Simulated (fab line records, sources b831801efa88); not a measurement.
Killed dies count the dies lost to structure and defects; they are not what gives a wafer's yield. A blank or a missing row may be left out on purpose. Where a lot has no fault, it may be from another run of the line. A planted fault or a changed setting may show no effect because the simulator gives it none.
Tool commonality check    flow gf180mcu    Sample size 12 lots and 36 wafers

== WHY THIS WAS OPENED ==
At GF_VT_IMPLANT_RS_MEAS_48 the reading LVPWELL_RS is flagged on 2 of 12 lots. Fault-free wafers read 1194.4 ohm/sq, with a standard deviation of 2.9.
Rule: a lot is flagged in two cases, either no wafer of it has a number, or all its wafers with numbers fall more than 4 standard deviations from that mean. The other lots count as sound.

lot   measured      on             LVPWELL_RS (ohm/sq), wafer by wafer  flag
L167  day 7 21:55   film-metro-03  1190.9 1189.8 1189.5                 
L169  day 8 08:38   film-metro-03  1193.4 1194.4 1194.7                 
L170  day 8 16:55   film-metro-03  1193.4 1193.5 1195.0                 
L172  day 9 03:26   film-metro-01  1192.5 1193.4 1191.6                 
L173  day 9 10:17   film-metro-04  1195.7 1198.5 1196.7                 
L174  day 9 21:35   film-metro-03  1193.3 1191.8 1190.4                 
L176  day 10 06:07  film-metro-03  1194.2 1194.4 1194.8                 
L180  day 11 12:31  film-metro-03  1189.7 1193.9 1191.3                 
L181  day 11 18:25  film-metro-04  1254.0 1254.3 1258.0                 FLAGGED
L186  day 13 03:37  film-metro-04  1252.8 1254.8 1256.3                 FLAGGED
L188  day 13 17:52  film-metro-03  1194.9 1190.5 1195.2                 
L189  day 14 00:28  film-metro-01  1195.7 1193.9 1193.2                 
The numbers of the flagged lots are 1255.0 ohm/sq on average: +60.6 ohm/sq against the usual, or +21 standard deviations.

== WHICH TOOL EACH LOT WENT THROUGH ==
Before the reading, the record contains 3 process steps out of a 602-step route. In each cell: the tool, then ch and the chambers that the sampled wafers went through, then the start.
lot   flag     GF_STI_ETCH_13                     GF_LVPWELL_IMPLANT_08           GF_MVPSD_STRIP_10
L167           rie-diel-01 ch 1,2,3, day 2 07:21  implanter-02 ch 0, day 4 02:46  plasma-asher-03 ch 0,1, day 5 07:49
L169           rie-diel-01 ch 0,2,3, day 2 16:53  implanter-02 ch 0, day 4 13:49  plasma-asher-01 ch 0,1, day 5 18:57
L170           rie-diel-01 ch 0,1, day 2 22:17    implanter-01 ch 0, day 4 20:07  plasma-asher-04 ch 0,1, day 6 02:07
L172           rie-diel-01 ch 0,2,3, day 3 08:30  implanter-04 ch 0, day 5 05:22  plasma-asher-04 ch 0,1, day 6 11:33
L173           rie-diel-03 ch 0,2, day 3 13:12    implanter-01 ch 0, day 5 11:41  plasma-asher-01 ch 0,1, day 6 17:54
L174           rie-diel-03 ch 1,2, day 3 18:42    implanter-01 ch 0, day 5 20:07  plasma-asher-04 ch 0,1, day 7 03:15
L176           rie-diel-02 ch 0,1, day 4 04:32    implanter-02 ch 0, day 6 04:34  plasma-asher-01 ch 0,1, day 7 11:25
L180           rie-diel-02 ch 1,2, day 5 02:11    implanter-01 ch 0, day 7 04:55  plasma-asher-03 ch 0,1, day 8 13:36
L181  FLAGGED  rie-diel-02 ch 1,2, day 5 07:11    implanter-01 ch 0, day 7 09:41  plasma-asher-03 ch 0,1, day 8 18:28
L186  FLAGGED  rie-diel-02 ch 1,2,3, day 6 08:07  implanter-01 ch 0, day 8 12:41  plasma-asher-03 ch 0,1, day 9 23:17
L188           rie-diel-01 ch 0,2,3, day 6 18:50  implanter-04 ch 0, day 8 22:55  plasma-asher-04 ch 0,1, day 10 11:13
L189           rie-diel-02 ch 1,2,3, day 6 23:26  implanter-04 ch 0, day 9 04:49  plasma-asher-04 ch 0,1, day 10 17:48
What these steps do:
- GF_STI_ETCH_13: etches the open film in CHF3/O2, stops on Si, target depth 282.31 nm, time 112.9 s.
- GF_LVPWELL_IMPLANT_08
- GF_MVPSD_STRIP_10: strips in O2/N2.
- GF_VT_IMPLANT_RS_MEAS_48: measures by four-point-probe.

== FLAGGED OVER TOTAL, TOOL BY TOOL (the gauges that took the reading come last) ==
step                      tool             lots run  flagged  share of the flagged lots  sound lots run after its first flagged lot
GF_STI_ETCH_13            rie-diel-01      5         0        none                       -
GF_STI_ETCH_13            rie-diel-02      5         2        all                        1 (L189)
GF_STI_ETCH_13            rie-diel-03      2         0        none                       -
GF_LVPWELL_IMPLANT_08     implanter-01     6         2        all                        0
GF_LVPWELL_IMPLANT_08     implanter-02     3         0        none                       -
GF_LVPWELL_IMPLANT_08     implanter-04     3         0        none                       -
GF_MVPSD_STRIP_10         plasma-asher-01  3         0        none                       -
GF_MVPSD_STRIP_10         plasma-asher-03  4         2        all                        0
GF_MVPSD_STRIP_10         plasma-asher-04  5         0        none                       -
GF_VT_IMPLANT_RS_MEAS_48  film-metro-01    2         0        none                       -
GF_VT_IMPLANT_RS_MEAS_48  film-metro-03    7         0        none                       -
GF_VT_IMPLANT_RS_MEAS_48  film-metro-04    3         2        all                        0

== WHAT THE TABLE PERMITS ==
4 rows of the table ran every flagged lot: rie-diel-02 at GF_STI_ETCH_13, implanter-01 at GF_LVPWELL_IMPLANT_08, plasma-asher-03 at GF_MVPSD_STRIP_10, film-metro-04 at GF_VT_IMPLANT_RS_MEAS_48.
- rie-diel-02 at GF_STI_ETCH_13: 2 of its 5 lots flagged. Sound lots followed the first flagged one (L189) on it, something a lasting fault affecting the whole tool could not allow.
- implanter-01 at GF_LVPWELL_IMPLANT_08: 2 of its 6 lots flagged. Last sound lot L180 at day 7 04:55, first flagged lot L181 at day 7 09:41; a fault beginning in between fits. Its own readings (dose-ions-cm2, faraday-current-uA) fall more than 4 standard deviations out on all wafers of the flagged lots.
- plasma-asher-03 at GF_MVPSD_STRIP_10: 2 of its 4 lots flagged. Last sound lot L180 at day 8 13:36, first flagged lot L181 at day 8 18:28; a fault beginning in between fits.
- film-metro-04 at GF_VT_IMPLANT_RS_MEAS_48: 2 of its 3 lots flagged. Last sound lot L173 at day 9 10:17, first flagged lot L181 at day 11 18:25; a fault beginning in between fits.
A lot count leaves these 3 tools indistinguishable: every one of them fits a fault beginning at some hour. More lots, or a look at what each step does to the wafer, might.

== WHAT HAD BEEN PUT IN BY THE SIMULATOR ==
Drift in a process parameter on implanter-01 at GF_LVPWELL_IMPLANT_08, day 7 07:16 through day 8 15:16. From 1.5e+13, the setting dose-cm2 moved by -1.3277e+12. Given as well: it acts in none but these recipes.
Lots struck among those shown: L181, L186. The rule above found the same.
